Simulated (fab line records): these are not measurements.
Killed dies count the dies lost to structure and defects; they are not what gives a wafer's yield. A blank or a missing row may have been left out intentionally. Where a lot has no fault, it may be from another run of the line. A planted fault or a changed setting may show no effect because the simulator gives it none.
A lot that was struck, set against a sound lot / flow sky130 / 20 steps out of a route of 708
Sound: wafers L414.1, L414.2, L414.5. Struck: wafer L424.4 (left out: L424.3, L424.5 of the same lot, which were not struck); the cause appears at the end.
Per side, at each step with rows, come the tool, then ch with its chambers, and then its first start. Under that, the readings that differ: sound wafers / struck wafers / difference of the means / sigmas: that difference in standard deviations of wafers without a fault.
alike: same words and numbers on both sides, and readings whose means sit less than 2 such deviations apart. not compared: any withheld reading, any reading some wafer has no value for, any bound like >300 that may hide the same value, and any number with overlapping values for which the record gives no deviation.
A row with sigmas, a row that says differs or no value, or rows on one side alone: a step with any of these is where the two part. Numbers that don't overlap but have no deviation are shown without sigmas and don't part them. A reading that every wafer of one side lacks parts them only if that side has two wafers or more.

SKY_CONTACT_THK_MEAS_01:
  sound on filmMetro-02 at day 31 00:16; struck on filmMetro-04 at day 34 09:41
  alike: CONTACT_CVD_00_THK
then, 1 step without rows for these wafers: SKY_CONTACT_HDPCVD_02 (deposits SiO2, target thk 565 nm, time 94.2 s).
SKY_CONTACT_THK_MEAS_03:
  sound on filmMetro-04 at day 31 00:24; struck on filmMetro-04 at day 34 09:49
  alike: CONTACT_HDPCVD_THK
SKY_CONTACT_CMP_04: polishes SiO2.
  sound on cmp-02 ch 0,1,2, day 31 00:32; struck on cmp-02 ch 2, day 34 09:51
  alike: headPressurePsi, motorCurrentA, timeToEndpointS
SKY_CONTACT_BOW_MEAS_05:
  sound on filmMetro-02 at day 31 00:47; struck on filmMetro-01 at day 34 10:11
  alike: CONTACT_BOW
then, 7 steps without rows for these wafers: SKY_CONTACT_DEHYDRATE_06 (time 60 s); SKY_CONTACT_HMDS_07 (prime time 60 s); SKY_CONTACT_COAT_08 (resist thk 60 nm); SKY_CONTACT_COAT_09 (resist thk 450 nm); SKY_CONTACT_SOFTBAKE_10 (time 90 s); SKY_CONTACT_EXPOSE_11 (exposes mask CTM1, target cd 170 nm); SKY_CONTACT_PEB_12.
SKY_CONTACT_DEVELOP_13: develop time 60 s.
  sound on lithoTrack-01 ch 0, day 32 04:00; struck on lithoTrack-04 ch 0, day 35 12:00
  alike: exhaustPa
SKY_CONTACT_CD_MEAS_14 targets a cd of 170 nm.
  sound on cdSem-02 at day 32 04:16; struck on cdSem-02 at day 35 12:58
reading=cdNm (nm); sound=171.0 170.4 171.9; struck=161.5; difference=-9.6; sigmas=-6
SKY_CONTACT_OVL_MEAS_15:
  sound on overlay-01 at day 32 04:23; struck on overlay-02 at day 35 13:03
  alike: CONTACT_OVL
SKY_CONTACT_ETCH_16: etches BARC in N2/H2, stops on SiO2, time 45.9 s, target depth 60 nm.
  sound on rieDiel-03 ch 0,2,3, day 32 04:25; struck on rieDiel-03 ch 2, day 35 13:04
reading=model.CONTACT.cdNm (nm); sound=171.7 170.9 172.8; struck=161.6; difference=-10.2; sigmas=
  alike: drypumpMotorCurrentA, n2FlowSccm, oesProductAu, throttleValvePct
  not compared: rfHoursCounterH
SKY_CONTACT_ETCH_17: etches SiO2 in C4F8/O2/Ar, stops on Si3N4, target depth 340 nm.
  sound on rieDiel-03 ch 0,2,3, day 32 04:28; struck on rieDiel-03 ch 2, day 35 13:07
  alike: oesProductAu
SKY_CONTACT_ETCH_18: etches Si3N4 in CHF3/O2, stops on TiN, time 39 s, target depth 75 nm.
  sound on rieDiel-03 ch 0,2,3; struck on rieDiel-03 ch 2
reading=model.CONTACT.cdNm (nm); sound=171.3 171 172.3; struck=161.5; difference=-10.0; sigmas=
  alike: drypumpMotorCurrentA, oesProductAu, throttleValvePct
  not compared: rfHoursCounterH
SKY_CONTACT_STRIP_19: strips in O2/N2.
  sound on plasmaAsher-04 ch 0,1, day 32 04:33; struck on plasmaAsher-02 ch 0, day 35 13:14
  alike: drypumpMotorCurrentA, n2FlowSccm, oesProductAu, stripTimeToEndpointS
  not compared: rfHoursCounterH
-- the record jumps here: 13 days lie between the struck wafers' starts before and after (it left off in module CONTACT and takes up again in module PAD_OPEN, whose first step shown is number 708 of the route) --
SKY_PAD_OPEN_PROBE_99:
  sound on prober-01 at day 46 08:08; struck on prober-01 at day 48 18:53
reading=killedAtFrontEnd; sound=18 22 15; struck=9; difference=-9; sigmas=-2
reading=killedDies; sound=103 93 87; struck=73; difference=-21; sigmas=-3
reading=model.etest.mconChain.rcOhm; sound=15.74 16.94 16.41; struck=17.71; difference=+1.35; sigmas=
  alike: killed_at_M0_to_M3, killed_at_M4_up, killedAtContacts, killedAtOther, killedOpen, killedShort

== WHERE THEY PART ==
Earliest at SKY_CONTACT_CD_MEAS_14; latest, in this record, at SKY_PAD_OPEN_PROBE_99.

WHY: whatever the simulator had introduced
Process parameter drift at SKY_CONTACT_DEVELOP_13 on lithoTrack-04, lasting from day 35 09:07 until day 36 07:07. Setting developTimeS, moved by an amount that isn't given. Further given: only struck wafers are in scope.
